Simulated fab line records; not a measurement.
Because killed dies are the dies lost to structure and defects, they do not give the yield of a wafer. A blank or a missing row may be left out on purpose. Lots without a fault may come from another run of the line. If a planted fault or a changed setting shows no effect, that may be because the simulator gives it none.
Which tool was responsible? || flow sky130 || Sampling: 14 lots, 42 wafers, 5 of 708 route steps

== WHAT THE GAUGES READ, wafer by wafer ==
SKY_SD_N_TW_MEAS_12.
{"lot": "L368", "measured": "day 28 02:44", "on": "film_metro-04", "SD_N_TW": "3900 3922 3921"}
{"lot": "L369", "measured": "day 28 08:34", "on": "film_metro-01", "SD_N_TW": "3968 3963 3948"}
{"lot": "L371", "measured": "day 28 22:58", "on": "film_metro-02", "SD_N_TW": "3989 4002 3997"}
{"lot": "L372", "measured": "day 29 11:41", "on": "film_metro-02", "SD_N_TW": "3941 3988 3967"}
{"lot": "L376", "measured": "day 30 22:05", "on": "film_metro-02", "SD_N_TW": "3985 3988 3994"}
{"lot": "L377", "measured": "day 31 10:29", "on": "film_metro-04", "SD_N_TW": "3888 3882 3883"}
{"lot": "L380", "measured": "day 32 01:06", "on": "film_metro-01", "SD_N_TW": "3958 3950 3966"}
{"lot": "L381", "measured": "day 32 04:40", "on": "film_metro-01", "SD_N_TW": "3962 3985 3948"}
{"lot": "L382", "measured": "day 32 23:08", "on": "film_metro-04", "SD_N_TW": "3926 3945 3957"}
{"lot": "L385", "measured": "day 33 18:08", "on": "film_metro-04", "SD_N_TW": "3946 3953 3936"}
{"lot": "L388", "measured": "day 34 14:20", "on": "film_metro-04", "SD_N_TW": "3955 3935 3929"}
{"lot": "L389", "measured": "day 34 19:09", "on": "film_metro-02", "SD_N_TW": "3955 3953 3968"}
{"lot": "L390", "measured": "day 35 01:39", "on": "film_metro-04", "SD_N_TW": "3930 3922 3927"}
{"lot": "L391", "measured": "day 35 04:13", "on": "film_metro-04", "SD_N_TW": "3927 3943 3938"}

SKY_SD_N_RS_MEAS_16: a four-point-probe measurement.
{"lot": "L368", "measured": "day 28 03:01", "on": "film_metro-02", "SD_N_RS (ohm/sq)": "68.75 68.58 68.47"}
{"lot": "L369", "measured": "day 28 08:52", "on": "film_metro-01", "SD_N_RS (ohm/sq)": "68.71 68.74 68.58"}
{"lot": "L371", "measured": "day 28 23:18", "on": "film_metro-04", "SD_N_RS (ohm/sq)": "68.69 68.68 68.61"}
{"lot": "L372", "measured": "day 29 11:58", "on": "film_metro-04", "SD_N_RS (ohm/sq)": "68.55 68.67 68.69"}
{"lot": "L376", "measured": "day 30 22:22", "on": "film_metro-02", "SD_N_RS (ohm/sq)": "68.73 68.60 68.48"}
{"lot": "L377", "measured": "day 31 10:46", "on": "film_metro-01", "SD_N_RS (ohm/sq)": "68.49 68.62 68.49"}
{"lot": "L380", "measured": "day 32 01:23", "on": "film_metro-02", "SD_N_RS (ohm/sq)": "68.60 68.71 68.62"}
{"lot": "L381", "measured": "day 32 04:57", "on": "film_metro-04", "SD_N_RS (ohm/sq)": "70.68 70.76 70.87"}
{"lot": "L382", "measured": "day 32 23:25", "on": "film_metro-04", "SD_N_RS (ohm/sq)": "70.70 70.79 70.78"}
{"lot": "L385", "measured": "day 33 18:25", "on": "film_metro-01", "SD_N_RS (ohm/sq)": "68.51 68.66 68.73"}
{"lot": "L388", "measured": "day 34 14:37", "on": "film_metro-02", "SD_N_RS (ohm/sq)": "68.44 68.46 68.58"}
{"lot": "L389", "measured": "day 34 19:26", "on": "film_metro-01", "SD_N_RS (ohm/sq)": "68.83 68.78 68.69"}
{"lot": "L390", "measured": "day 35 01:56", "on": "film_metro-01", "SD_N_RS (ohm/sq)": "68.68 68.51 68.69"}
{"lot": "L391", "measured": "day 35 04:32", "on": "film_metro-02", "SD_N_RS (ohm/sq)": "68.50 68.83 68.60"}

== WHICH TOOL RAN EACH LOT (tool, then ch and the chambers of the sampled wafers, then the start) ==
{"lot": "L368", "SKY_RES_XHIGH_STRIP_08": "plasma_asher-04 ch 0,1, day 26 21:08", "SKY_SD_N_IMPLANT_10": "implanter-04 ch 0, day 28 02:29", "SKY_SD_N_RTA_14": "rtp_anneal-01 ch 0, day 28 02:51"}
{"lot": "L369", "SKY_RES_XHIGH_STRIP_08": "plasma_asher-01 ch 0,1, day 27 03:20", "SKY_SD_N_IMPLANT_10": "implanter-04 ch 0, day 28 08:21", "SKY_SD_N_RTA_14": "rtp_anneal-02 ch 0, day 28 08:41"}
{"lot": "L371", "SKY_RES_XHIGH_STRIP_08": "plasma_asher-01 ch 0,1, day 27 18:55", "SKY_SD_N_IMPLANT_10": "implanter-04 ch 0, day 28 22:43", "SKY_SD_N_RTA_14": "rtp_anneal-02 ch 0, day 28 23:08"}
{"lot": "L372", "SKY_RES_XHIGH_STRIP_08": "plasma_asher-04 ch 0,1, day 28 07:51", "SKY_SD_N_IMPLANT_10": "implanter-02 ch 0, day 29 11:26", "SKY_SD_N_RTA_14": "rtp_anneal-01 ch 0, day 29 11:48"}
{"lot": "L376", "SKY_RES_XHIGH_STRIP_08": "plasma_asher-01 ch 0,1, day 29 17:25", "SKY_SD_N_IMPLANT_10": "implanter-04 ch 0, day 30 21:50", "SKY_SD_N_RTA_14": "rtp_anneal-01 ch 0, day 30 22:12"}
{"lot": "L377", "SKY_RES_XHIGH_STRIP_08": "plasma_asher-04 ch 1, day 30 06:16", "SKY_SD_N_IMPLANT_10": "implanter-02 ch 0, day 31 10:14", "SKY_SD_N_RTA_14": "rtp_anneal-02 ch 0, day 31 10:36"}
{"lot": "L380", "SKY_RES_XHIGH_STRIP_08": "plasma_asher-01 ch 0,1, day 30 20:39", "SKY_SD_N_IMPLANT_10": "implanter-03 ch 0, day 32 00:52", "SKY_SD_N_RTA_14": "rtp_anneal-01 ch 0, day 32 01:13"}
{"lot": "L381", "SKY_RES_XHIGH_STRIP_08": "plasma_asher-01 ch 0,1, day 31 00:21", "SKY_SD_N_IMPLANT_10": "implanter-02, day 32 04:25", "SKY_SD_N_RTA_14": "rtp_anneal-02 ch 0, day 32 04:47"}
{"lot": "L382", "SKY_RES_XHIGH_STRIP_08": "plasma_asher-02 ch 0,1, day 31 19:54", "SKY_SD_N_IMPLANT_10": "implanter-04, day 32 22:53", "SKY_SD_N_RTA_14": "rtp_anneal-01 ch 0, day 32 23:15"}
{"lot": "L385", "SKY_RES_XHIGH_STRIP_08": "plasma_asher-01 ch 0, day 32 14:34", "SKY_SD_N_IMPLANT_10": "implanter-04 ch 0, day 33 17:53", "SKY_SD_N_RTA_14": "rtp_anneal-02 ch 0, day 33 18:15"}
{"lot": "L388", "SKY_RES_XHIGH_STRIP_08": "plasma_asher-02 ch 0,1, day 33 11:00", "SKY_SD_N_IMPLANT_10": "implanter-04 ch 0, day 34 14:05", "SKY_SD_N_RTA_14": "rtp_anneal-01 ch 0, day 34 14:27"}
{"lot": "L389", "SKY_RES_XHIGH_STRIP_08": "plasma_asher-01 ch 1, day 33 16:37", "SKY_SD_N_IMPLANT_10": "implanter-02 ch 0, day 34 18:54", "SKY_SD_N_RTA_14": "rtp_anneal-02 ch 0, day 34 19:16"}
{"lot": "L390", "SKY_RES_XHIGH_STRIP_08": "plasma_asher-04 ch 0,1, day 33 22:42", "SKY_SD_N_IMPLANT_10": "implanter-04 ch 0, day 35 01:25", "SKY_SD_N_RTA_14": "rtp_anneal-01 ch 0, day 35 01:46"}
{"lot": "L391", "SKY_RES_XHIGH_STRIP_08": "plasma_asher-02 ch 0,1, day 34 01:42", "SKY_SD_N_IMPLANT_10": "implanter-04 ch 0, day 35 04:00", "SKY_SD_N_RTA_14": "rtp_anneal-02 ch 0, day 35 04:20"}
- SKY_RES_XHIGH_STRIP_08: strips in O2/N2.
- SKY_SD_N_IMPLANT_10
- SKY_SD_N_RTA_14: time 2 s.

== WHAT THE TOOLS THEMSELVES READ (means of the sampled wafers that have a number; where no wafer has one, the mark that the record gives instead) ==
SKY_RES_XHIGH_STRIP_08.
{"lot": "L368", "tool": "plasma_asher-04", "drypump_motor_current_A (A)": 5.3, "oes_product_au (a.u.)": 0.710, "strip_time_to_endpoint_s (s)": 14.32}
{"lot": "L369", "tool": "plasma_asher-01", "drypump_motor_current_A (A)": 5.7, "oes_product_au (a.u.)": 0.712, "strip_time_to_endpoint_s (s)": 14.28}
{"lot": "L371", "tool": "plasma_asher-01", "drypump_motor_current_A (A)": 6.0, "oes_product_au (a.u.)": 0.718, "strip_time_to_endpoint_s (s)": 14.35}
{"lot": "L372", "tool": "plasma_asher-04", "drypump_motor_current_A (A)": 5.1, "oes_product_au (a.u.)": 0.711, "strip_time_to_endpoint_s (s)": 14.33}
{"lot": "L376", "tool": "plasma_asher-01", "drypump_motor_current_A (A)": 6.0, "oes_product_au (a.u.)": 0.709, "strip_time_to_endpoint_s (s)": 14.31}
{"lot": "L377", "tool": "plasma_asher-04", "drypump_motor_current_A (A)": 5.4, "oes_product_au (a.u.)": 0.710, "strip_time_to_endpoint_s (s)": 14.27}
{"lot": "L380", "tool": "plasma_asher-01", "drypump_motor_current_A (A)": 5.7, "oes_product_au (a.u.)": 0.709, "strip_time_to_endpoint_s (s)": 14.29}
{"lot": "L381", "tool": "plasma_asher-01", "drypump_motor_current_A (A)": 5.7, "oes_product_au (a.u.)": 0.711, "strip_time_to_endpoint_s (s)": 14.30}
{"lot": "L382", "tool": "plasma_asher-02", "drypump_motor_current_A (A)": 6.3, "oes_product_au (a.u.)": 0.711, "strip_time_to_endpoint_s (s)": 14.32}
{"lot": "L385", "tool": "plasma_asher-01", "drypump_motor_current_A (A)": 5.4, "oes_product_au (a.u.)": 0.714, "strip_time_to_endpoint_s (s)": 14.32}
{"lot": "L388", "tool": "plasma_asher-02", "drypump_motor_current_A (A)": 6.2, "oes_product_au (a.u.)": 0.712, "strip_time_to_endpoint_s (s)": 14.25}
{"lot": "L389", "tool": "plasma_asher-01", "drypump_motor_current_A (A)": 6.3, "oes_product_au (a.u.)": 0.713, "strip_time_to_endpoint_s (s)": 14.34}
{"lot": "L390", "tool": "plasma_asher-04", "drypump_motor_current_A (A)": 5.3, "oes_product_au (a.u.)": 0.712, "strip_time_to_endpoint_s (s)": 14.34}
{"lot": "L391", "tool": "plasma_asher-02", "drypump_motor_current_A (A)": 6.2, "oes_product_au (a.u.)": 0.713, "strip_time_to_endpoint_s (s)": 14.27}

SKY_SD_N_IMPLANT_10.
{"lot": "L368", "tool": "implanter-04", "beam_energy_keV": 20.000, "beam_on_s (s)": 9.9}
{"lot": "L369", "tool": "implanter-04", "beam_energy_keV": 20.000, "beam_on_s (s)": 9.8}
{"lot": "L371", "tool": "implanter-04", "beam_energy_keV": 19.997, "beam_on_s (s)": 9.9}
{"lot": "L372", "tool": "implanter-02", "beam_energy_keV": 20.006, "beam_on_s (s)": 12.1}
{"lot": "L376", "tool": "implanter-04", "beam_energy_keV": 19.994, "beam_on_s (s)": 9.9}
{"lot": "L377", "tool": "implanter-02", "beam_energy_keV": 20.005, "beam_on_s (s)": 12.0}
{"lot": "L380", "tool": "implanter-03", "beam_energy_keV": 19.998, "beam_on_s (s)": 9.9}
{"lot": "L381", "tool": "implanter-02", "beam_energy_keV": "-", "beam_on_s (s)": "-"}
{"lot": "L382", "tool": "implanter-04", "beam_energy_keV": "-", "beam_on_s (s)": "-"}
{"lot": "L385", "tool": "implanter-04", "beam_energy_keV": 19.994, "beam_on_s (s)": 9.9}
{"lot": "L388", "tool": "implanter-04", "beam_energy_keV": 19.996, "beam_on_s (s)": 10.2}
{"lot": "L389", "tool": "implanter-02", "beam_energy_keV": 20.004, "beam_on_s (s)": 12.1}
{"lot": "L390", "tool": "implanter-04", "beam_energy_keV": 20.005, "beam_on_s (s)": 10.0}
{"lot": "L391", "tool": "implanter-04", "beam_energy_keV": 19.998, "beam_on_s (s)": 10.1}

SKY_SD_N_RTA_14.
{"lot": "L368", "tool": "rtp_anneal-01", "lamp_power_pct (%)": 15.74, "wafer_temp_C_max": 1078.3}
{"lot": "L369", "tool": "rtp_anneal-02", "lamp_power_pct (%)": 15.76, "wafer_temp_C_max": 1080.6}
{"lot": "L371", "tool": "rtp_anneal-02", "lamp_power_pct (%)": 15.79, "wafer_temp_C_max": 1079.8}
{"lot": "L372", "tool": "rtp_anneal-01", "lamp_power_pct (%)": 15.69, "wafer_temp_C_max": 1078.7}
{"lot": "L376", "tool": "rtp_anneal-01", "lamp_power_pct (%)": 15.77, "wafer_temp_C_max": 1076.6}
{"lot": "L377", "tool": "rtp_anneal-02", "lamp_power_pct (%)": 15.68, "wafer_temp_C_max": 1078.0}
{"lot": "L380", "tool": "rtp_anneal-01", "lamp_power_pct (%)": 15.72, "wafer_temp_C_max": 1078.3}
{"lot": "L381", "tool": "rtp_anneal-02", "lamp_power_pct (%)": 15.74, "wafer_temp_C_max": 1079.7}
{"lot": "L382", "tool": "rtp_anneal-01", "lamp_power_pct (%)": 15.74, "wafer_temp_C_max": 1078.0}
{"lot": "L385", "tool": "rtp_anneal-02", "lamp_power_pct (%)": 15.72, "wafer_temp_C_max": 1076.4}
{"lot": "L388", "tool": "rtp_anneal-01", "lamp_power_pct (%)": 15.73, "wafer_temp_C_max": 1077.3}
{"lot": "L389", "tool": "rtp_anneal-02", "lamp_power_pct (%)": 15.69, "wafer_temp_C_max": 1077.3}
{"lot": "L390", "tool": "rtp_anneal-01", "lamp_power_pct (%)": 15.79, "wafer_temp_C_max": 1077.9}
{"lot": "L391", "tool": "rtp_anneal-02", "lamp_power_pct (%)": 15.77, "wafer_temp_C_max": 1079.3}

== THE ANSWER, worked out from the rows above alone ==
Rule: the lots themselves supply what counts as usual. The widest of any qualifying gaps counts: lots, ordered by their means at a reading, are off when they make up no more than a third of the lots, leave a main group of 4 or more, and stand apart from it by 3 or more times the standard deviation of that group's means. A main group is skipped when, at the precision printed for the reading in the tables above, its means are all equal. Also off: a lot with no number at a reading for which 4 or more lots have one. All remaining lots with rows at the step are treated as sound. Order of review: gauges by route order, followed by the tools' own readings, for which a lot's mean as printed above is used. At the first step where some lot is off, the reading lying furthest off is the one used; lots without a number count as furthest.
Off: L381, L382, at SKY_SD_N_RS_MEAS_16 (SD_N_RS). Mean 68.63 ohm/sq and standard deviation 0.066 in the main group.
A tool fits if, at a process step before that reading, it ran every lot that is off, and no sound lot after the first of them. The gauges at SKY_SD_N_RS_MEAS_16 aren't tried: what is off there is off at SKY_SD_N_IMPLANT_10 too, on other tools, and a gauge's error can't cause that. Of those tried, none fits.

== WHAT WAS PUT IN BY THE SIMULATOR ==
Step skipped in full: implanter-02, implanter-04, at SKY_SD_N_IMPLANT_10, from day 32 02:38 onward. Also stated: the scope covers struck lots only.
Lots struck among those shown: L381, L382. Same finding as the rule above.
